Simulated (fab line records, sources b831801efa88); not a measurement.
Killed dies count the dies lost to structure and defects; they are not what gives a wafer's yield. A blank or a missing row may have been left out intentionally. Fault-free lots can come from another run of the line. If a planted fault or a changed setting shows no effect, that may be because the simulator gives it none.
fab line records -- flow sky130
record lots=5, wafers=15, last_day=50
route steps=708 shown NWELL@77 PWDE@84 VT_ADJUST_HVTP@85 PAD_OPEN@708
lots that met no fault: taken from a fault-free run of the same line
start_h: hours from the record's opening day to when the first of the lot's shown wafers began -- wait_h: how many hours have passed since the lot's step before this one -- " identical to the entry in the row above -- L1.1+2: a row that stands for several wafers -- - either no value or no given start -- * or withheld: withheld -- < > ~ a bound
route shown NAME@n: NAME is a module with steps in the file, n the number in the route of the first one -- usual: mean/standard deviation taken from wafers without a fault -- same: alike in all rows -- chamber/n: place in a boat -- sites: each site's reading -- _std_site: the standard deviation of these -- _edge_site: mean of outer sites minus mean of inner sites -- radius_mm: how far each site lies from the wafer's centre -- mask NAME#n: copy n -- behind: the last tool/chamber to shape the wafer -- hold: why the lot was held/for how many hours/how that ended -- device: transistor that didn't switch, given as n, p or np -- end of line: tests of these same wafers at the route's end -- where a step has no rows: the recipe by itself -- killed: dies lost to structure and defects at the first sort, not the wafer's yield -- map: the dies of a wafer, with x for killed, . for not killed, _ for no die there
set.NAME: the run value of the setting; set.NAME@STEP: its run value at that earlier step -- model.NAME: the simulator's own value behind a step, which no gauge read
lots at selected steps of the route; one table per step, one row per wafer
services: from which hour (start_h, from the record's first day; less than 0 if before it) a tool's chamber was out of use, for how many hours, and why
## steps
# step SKY_NWELL_IMPLANT_24
# recipe species=B, energy_kev=140, dose_cm2=9.005e+12, tilt_deg=withheld
# step SKY_NWELL_STRIP_25
# recipe chemistry=O2/N2, power_w=1400, pressure_mtorr=1500, platen_temp_c=withheld, o2_flow_sccm=3000, n2_flow_sccm=300, overash_fraction=0.5
# usual drypump_motor_current_A=6.1/0.41, oes_product_au=0.722/0.0042, strip_time_to_endpoint_s=36.97/0.083
lot.wafer,tool,chamber,start_h,wait_h,drypump_motor_current_A,oes_product_au,rf_hours_counter_h,strip_time_to_endpoint_s
L174.1,plasma_asher-01,0,129.86,0.1,6.3,0.723,43,36.88
L174.5,plasma_asher-01,0,129.86,0.1,6.3,0.726,-,36.88
L174.6,plasma_asher-01,1,129.86,0.1,5.4,0.728,-,36.97
L175.2,plasma_asher-03,0,138.80,0.1,6.0,0.726,2,37.11
L175.4,plasma_asher-03,0,138.80,0.1,6.0,0.721,-,37.04
L175.6,plasma_asher-03,0,138.80,0.1,6.0,0.720,-,36.99
L177.1,plasma_asher-01,0,142.36,0.1,6.4,0.730,44,36.94
L177.2,plasma_asher-01,1,142.36,0.1,5.4,0.717,44,37.00
L177.5,plasma_asher-01,1,142.36,0.1,5.4,0.726,-,36.87
L186.1,plasma_asher-03,0,193.01,0.1,6.1,0.724,8,36.86
L186.4,plasma_asher-03,1,193.01,0.1,6.2,0.727,-,36.94
L186.6,plasma_asher-03,0,193.01,0.1,6.1,0.716,-,36.89
L194.3,plasma_asher-04,1,245.04,0.1,6.6,0.726,-,36.85
L194.4,plasma_asher-04,0,245.04,0.1,6.4,0.724,-,36.94
L194.5,plasma_asher-04,0,245.04,0.1,6.4,0.728,-,37.01
# step SKY_NWELL_TW_MEAS_26
# usual NWELL_2_TW=493/4.9
lot.wafer,tool,chamber,start_h,wait_h,NWELL_2_TW
L174.1,film_metro-01,-,129.96,0.1,492
L174.5,film_metro-01,-,129.96,0.1,493
L174.6,film_metro-01,-,129.96,0.1,494
L175.2,film_metro-02,-,138.91,0.1,495
L175.4,film_metro-02,-,138.91,0.1,492
L175.6,film_metro-02,-,138.91,0.1,492
L177.1,film_metro-01,-,142.46,0.1,493
L177.2,film_metro-01,-,142.46,0.1,493
L177.5,film_metro-01,-,142.46,0.1,490
L186.1,film_metro-04,-,193.11,0.1,488
L186.4,film_metro-04,-,193.11,0.1,486
L186.6,film_metro-04,-,193.11,0.1,487
L194.3,film_metro-01,-,245.13,0.1,490
L194.4,film_metro-01,-,245.13,0.1,493
L194.5,film_metro-01,-,245.13,0.1,495
# step SKY_NWELL_CLEAN_27
# recipe chemistry=SC1/SC2, mix=1:4:20, temp_c=70, time_s=150, dry=n2_spin
# step SKY_NWELL_RTA_28
# recipe temp_c=1050, time_s=30, idle_temp_c=650, ramp_up_c_per_s=150, ramp_down_c_per_s=90, ambient=N2
# usual lamp_power_pct=25.31/0.059, wafer_temp_C_max=1054.8/0.96
lot.wafer,tool,chamber,start_h,wait_h,lamp_power_pct,wafer_temp_C_max
L174.1,rtp_anneal-02,0,130.07,0.0,25.26,1056.7
L174.5,rtp_anneal-02,0,130.07,0.0,25.30,1055.7
L174.6,rtp_anneal-02,0,130.07,0.0,25.43,1054.7
L175.2,rtp_anneal-02,0,139.03,0.0,25.28,1055.1
L175.4,rtp_anneal-02,0,139.03,0.0,25.28,1053.9
L175.6,rtp_anneal-02,0,139.03,0.0,25.31,1054.6
L177.1,rtp_anneal-01,0,142.57,0.0,25.31,1053.3
L177.2,rtp_anneal-01,0,142.57,0.0,25.28,1054.5
L177.5,rtp_anneal-01,0,142.57,0.0,25.25,1055.7
L186.1,rtp_anneal-01,0,193.22,0.0,25.24,1054.6
L186.4,rtp_anneal-01,0,193.22,0.0,25.23,1055.8
L186.6,rtp_anneal-01,0,193.22,0.0,25.21,1053.6
L194.3,rtp_anneal-02,0,245.30,0.0,25.25,1054.3
L194.4,rtp_anneal-02,0,245.30,0.0,25.31,1055.6
L194.5,rtp_anneal-02,0,245.30,0.0,25.27,1055.4
# step SKY_NWELL_RS_MEAS_29
# recipe thk_meas_gauge=four-point-probe
# usual NWELL_RS=624.2/1.7
lot.wafer,tool,chamber,start_h,wait_h,NWELL_RS[ohm/sq]
L174.1,film_metro-02,-,130.17,0.1,624.3
L174.5,film_metro-02,-,130.17,0.1,625.4
L174.6,film_metro-02,-,130.17,0.1,623.5
L175.2,film_metro-04,-,139.13,0.1,625.2
L175.4,film_metro-04,-,139.13,0.1,624.5
L175.6,film_metro-04,-,139.13,0.1,624.3
L177.1,film_metro-02,-,142.67,0.1,619.6
L177.2,film_metro-02,-,142.67,0.1,617.9
L177.5,film_metro-02,-,142.67,0.1,621.9
L186.1,film_metro-01,-,193.32,0.1,626.1
L186.4,film_metro-01,-,193.32,0.1,626.3
L186.6,film_metro-01,-,193.32,0.1,626.9
L194.3,film_metro-04,-,245.41,0.1,625.3
L194.4,film_metro-04,-,245.41,0.1,625.3
L194.5,film_metro-04,-,245.41,0.1,624.5
# step SKY_NWELL_RS_MEAS_31
# recipe thk_meas_gauge=four-point-probe
# usual PWDE_RS=5272/17
lot.wafer,tool,chamber,start_h,wait_h,PWDE_RS[ohm/sq]
L174.1,film_metro-02,-,130.41,0.1,5278
L174.5,film_metro-02,-,130.41,0.1,5274
L174.6,film_metro-02,-,130.41,0.1,5269
L175.2,film_metro-04,-,139.37,0.1,5270
L175.4,film_metro-04,-,139.37,0.1,5288
L175.6,film_metro-04,-,139.37,0.1,5278
L177.1,film_metro-02,-,142.91,0.1,5236
L177.2,film_metro-02,-,142.91,0.1,5253
L177.5,film_metro-02,-,142.91,0.1,5235
L186.1,film_metro-01,-,193.56,0.1,5283
L186.4,film_metro-01,-,193.56,0.1,5297
L186.6,film_metro-01,-,193.56,0.1,5294
L194.3,film_metro-04,-,245.65,0.1,5292
L194.4,film_metro-04,-,245.65,0.1,5291
L194.5,film_metro-04,-,245.65,0.1,5299
# step SKY_VT_ADJUST_HVTP_DEHYDRATE_00
# recipe temp_c=200, time_s=60
# step SKY_VT_ADJUST_HVTP_HMDS_01
# recipe prime_time_s=60, prime_temp_c=120
# step SKY_VT_ADJUST_HVTP_COAT_02
# recipe resist=NOVOLAK, spin_rpm=3000, resist_thk_nm=1140
# step SKY_VT_ADJUST_HVTP_SOFTBAKE_03
# recipe temp_c=90, time_s=60, resist=NOVOLAK
# step SKY_VT_ADJUST_HVTP_EXPOSE_04
# recipe mask_id=HVTPM, na=0.6, source_shape=conventional, sigma_outer=0.6, polarization=unpolarized, target_cd_nm=380, dose_mj=140
lot.wafer,tool,chamber,start_h,wait_h,mask
L174.1+5+6,iline_stepper-01,0,139.26,-,HVN_STD_DERIVED#0
L175.2+4+6,iline_stepper-01,0,149.04,-,HVTPM#0
L177.1+2+5,iline_stepper-02,0,152.11,-,HVTPM#0
L186.1+4+6,iline_stepper-02,0,204.71,-,HVTPM#0
L194.3+4+5,iline_stepper-02,0,256.89,-,HVTPM#0
# step SKY_VT_ADJUST_HVTP_PEB_05
# recipe temp_c=withheld, time_s=*, resist=NOVOLAK
# step SKY_VT_ADJUST_HVTP_DEVELOP_06
# recipe resist=NOVOLAK, developer=TMAH, develop_time_s=58.92, dev_temp_c=23
# step SKY_VT_ADJUST_HVTP_CD_MEAS_07
# recipe target_cd_nm=380
# usual cd_nm=378.4/2.6
lot.wafer,tool,chamber,start_h,wait_h,cd_nm
L174.1,cd_sem-01,-,148.57,0.1,-
L174.5,cd_sem-01,-,148.57,0.1,-
L174.6,cd_sem-01,-,148.57,0.1,-
L175.2,cd_sem-01,-,158.45,0.1,380.9
L175.4,cd_sem-01,-,158.45,0.1,382.6
L175.6,cd_sem-01,-,158.45,0.1,382.1
L177.1,cd_sem-01,-,160.98,0.2,379.5
L177.2,cd_sem-01,-,160.98,0.2,377.0
L177.5,cd_sem-01,-,160.98,0.2,379.0
L186.1,cd_sem-01,-,215.16,0.1,375.6
L186.4,cd_sem-01,-,215.16,0.1,375.2
L186.6,cd_sem-01,-,215.16,0.1,375.3
L194.3,cd_sem-01,-,267.67,0.1,373.5
L194.4,cd_sem-01,-,267.67,0.1,375.1
L194.5,cd_sem-01,-,267.67,0.1,377.5
# step SKY_VT_ADJUST_HVTP_OVL_MEAS_08
# usual VT_ADJUST_HVTP_OVL=-0.5/1.4
lot.wafer,tool,chamber,start_h,wait_h,VT_ADJUST_HVTP_OVL[nm]
L174.1,overlay-02,-,148.69,0.1,-
L174.5,overlay-02,-,148.69,0.1,-
L174.6,overlay-02,-,148.69,0.1,-
L175.2,overlay-01,-,158.56,0.1,0.9
L175.4,overlay-01,-,158.56,0.1,1.1
L175.6,overlay-01,-,158.56,0.1,2.1
L177.1,overlay-01,-,161.10,0.1,-2.8
L177.2,overlay-01,-,161.10,0.1,-1.9
L177.5,overlay-01,-,161.10,0.1,-2.6
L186.1,overlay-02,-,215.28,0.1,-2.1
L186.4,overlay-02,-,215.28,0.1,-2.4
L186.6,overlay-02,-,215.28,0.1,-3.8
L194.3,overlay-02,-,267.76,0.1,-0.7
L194.4,overlay-02,-,267.76,0.1,-2.1
L194.5,overlay-02,-,267.76,0.1,-3.1
# step SKY_VT_ADJUST_HVTP_IMPLANT_09
# recipe species=As, energy_kev=150, dose_cm2=4.3e+12, tilt_deg=withheld
# step SKY_VT_ADJUST_HVTP_STRIP_10
# recipe chemistry=O2/N2, power_w=1400, pressure_mtorr=1500, platen_temp_c=withheld, o2_flow_sccm=3000, n2_flow_sccm=300, overash_fraction=0.5
# usual drypump_motor_current_A=5.8/0.6, oes_product_au=0.715/0.0047, strip_time_to_endpoint_s=14.18/0.04
lot.wafer,tool,chamber,start_h,wait_h,drypump_motor_current_A,oes_product_au,rf_hours_counter_h,strip_time_to_endpoint_s
L174.1,plasma_asher-02,1,148.87,0.1,5.5,0.712,35,14.21
L174.5,plasma_asher-02,0,148.87,0.1,5.0,0.710,-,14.27
L174.6,plasma_asher-02,1,148.87,0.1,5.6,0.723,-,14.22
L175.2,plasma_asher-02,0,158.74,0.1,5.0,0.712,36,14.19
L175.4,plasma_asher-02,0,158.74,0.1,5.0,0.712,-,14.14
L175.6,plasma_asher-02,0,158.74,0.1,5.0,0.711,-,14.15
L177.1,plasma_asher-02,0,161.28,0.1,5.0,0.710,37,14.15
L177.2,plasma_asher-02,1,161.28,0.1,5.6,0.722,37,14.17
L177.5,plasma_asher-02,1,161.28,0.1,5.6,0.710,-,14.15
L186.1,plasma_asher-02,0,215.47,0.1,5.0,0.714,43,14.21
L186.4,plasma_asher-02,1,215.47,0.1,5.6,0.716,-,14.21
L186.6,plasma_asher-02,1,215.47,0.1,5.6,0.713,-,14.14
L194.3,plasma_asher-04,0,267.97,0.1,6.4,0.714,-,14.16
L194.4,plasma_asher-04,1,267.97,0.1,6.6,0.712,-,14.15
L194.5,plasma_asher-04,1,267.97,0.1,6.6,0.714,-,14.13
# step SKY_VT_ADJUST_HVTP_TW_MEAS_11
# usual VT_ADJUST_HVTP_TW=1352/11
lot.wafer,tool,chamber,start_h,wait_h,hold,VT_ADJUST_HVTP_TW
L174.1,film_metro-01,-,148.97,0.1,await_dispo/0.2h/release,30
L174.5,film_metro-01,-,148.97,0.1,await_dispo/0.2h/release,30
L174.6,film_metro-01,-,148.97,0.1,await_dispo/0.2h/release,30
L174.1,film_metro-01,-,149.20,0.2,-,30
L174.5,film_metro-01,-,149.20,0.2,-,30
L174.6,film_metro-01,-,149.20,0.2,-,30
L175.2,film_metro-02,-,158.85,0.1,-,1348
L175.4,film_metro-02,-,158.85,0.1,-,1349
L175.6,film_metro-02,-,158.85,0.1,-,1353
L177.1,film_metro-02,-,161.38,0.1,-,1350
L177.2,film_metro-02,-,161.38,0.1,-,1347
L177.5,film_metro-02,-,161.38,0.1,-,1347
L186.1,film_metro-03,-,215.57,0.1,-,1341
L186.4,film_metro-03,-,215.57,0.1,-,1340
L186.6,film_metro-03,-,215.57,0.1,-,1338
L194.3,film_metro-01,-,268.06,0.1,-,1369
L194.4,film_metro-01,-,268.06,0.1,-,1373
L194.5,film_metro-01,-,268.06,0.1,-,1365
# step SKY_PAD_OPEN_PROBE_99
# usual defect_limited_yield=82.5/1.9, killed_at_M0_to_M3=43/7.2, killed_at_M4_up=3.3/2, killed_at_contacts=25/5.8, killed_at_front_end=15/4.5, killed_at_other=0.3/0.62, killed_dies=86/9.4, killed_open=47/7.1, killed_short=39/6, sort_bin_3_pad_short=0.9/0.4, sort_bin_5_function=10.4/1.4, sort_bin_6_memory=6.2/1.1, sort_bin_8_speed=0.7/1.4, sort_n_pass=402/11, sort_yield_pct=81.7/2.2
# same gross_dies=492, killed_at_back_side=0, sort_bin_4_leakage[%]=0
lot.wafer,tool,chamber,start_h,wait_h,defect_limited_yield[%],killed_at_M0_to_M3,killed_at_M4_up,killed_at_contacts,killed_at_front_end,killed_at_other,killed_dies,killed_open,killed_short,sort_bin_3_pad_short[%],sort_bin_5_function[%],sort_bin_6_memory[%],sort_bin_8_speed[%],sort_n_pass,sort_yield_pct[%]
L186.1,prober-02,-,1162.27,0.1,82.7,50,2,26,7,0,85,55,29,0.6,10.6,6.1,0.4,405,82.3
L186.4,prober-02,-,1162.42,0.2,82.3,39,4,31,13,0,87,52,34,1.0,9.3,7.3,2.0,395,80.3
L186.6,prober-02,-,1162.52,0.2,80.3,37,8,33,19,0,97,60,36,0.8,12.8,6.1,0.6,392,79.7
# killed by level:class
L186.1 VIA1:geometric_particle:open=14 CONTACT:geometric_particle:open=10 LI_CONTACT:geometric_particle:open=9 METAL1:geometric_particle:open=6 VIA1:geometric_particle:short=6 VIA3:geometric_particle:open=6 VIA2:geometric_particle:open=5 METAL1:geometric_particle:short=4
L186.4 CONTACT:geometric_particle:open=14 VIA1:geometric_particle:open=13 VIA2:geometric_particle:open=7 CONTACT:geometric_particle:short=6 FIELD_ISO:geometric_particle:short=5 LI_CONTACT:geometric_particle:open=4 LI_CONTACT:geometric_particle:short=4 VIA1:geometric_particle:short=4
L186.6 VIA3:geometric_particle:open=11 CONTACT:geometric_particle:open=11 VIA1:geometric_particle:open=10 LI_CONTACT:geometric_particle:open=7 POLY_GATE:geometric_particle:open=6 LI_CONTACT:geometric_particle:short=5 LOCAL_INTERCONNECT:geometric_particle:short=5 VIA1:geometric_particle:short=5
## services
tool,chamber,start_h,hours,kind
plasma_asher-03,-,108.75,9.0,pm
plasma_asher-03,0,108.75,9.0,vent_cycle
plasma_asher-03,1,108.75,9.0,vent_cycle
plasma_asher-03,0,117.75,-,clean
plasma_asher-03,1,117.75,-,clean
rtp_anneal-01,-,125.61,2.4,pm
plasma_asher-04,-,142.19,0.4,repair
iline_stepper-02,-,147.81,1.7,pm
plasma_asher-04,-,157.71,30.0,pm
plasma_asher-02,-,173.78,0.4,repair
rtp_anneal-02,-,185.70,32.2,pm
plasma_asher-04,-,208.07,2.9,repair
iline_stepper-01,-,211.71,1.7,pm
iline_stepper-02,0,221.66,-,calibration
iline_stepper-02,-,244.36,2.1,pm
iline_stepper-02,-,246.44,-,consumable_replace:lamp
## key
first_sign step=SKY_VT_ADJUST_HVTP_EXPOSE_04, reading=mask, direction=changed
effect step=SKY_VT_ADJUST_HVTP_CD_MEAS_07, reading=cd_nm, direction=missing
effect step=SKY_VT_ADJUST_HVTP_OVL_MEAS_08, reading=VT_ADJUST_HVTP_OVL, direction=missing
effect step=SKY_VT_ADJUST_HVTP_TW_MEAS_11, reading=visit, direction=added
effect step=SKY_VT_ADJUST_HVTP_TW_MEAS_11, reading=VT_ADJUST_HVTP_TW, direction=down, sigmas=99+, usual=1352, struck=30
met_at SKY_VT_ADJUST_HVTP_EXPOSE_04
struck_wafers L174.1,L174.5,L174.6
scrapped_behind SKY_VT_ADJUST_HVTP_TW_MEAS_11 L174.1,L174.5,L174.6
fault kind=wrong_mask, tool=any, chamber=-, onset_h=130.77, steps=SKY_VT_ADJUST_HVTP_EXPOSE_04, aux_copy=HVN_STD_DERIVED#0, scope=struck_lots_only
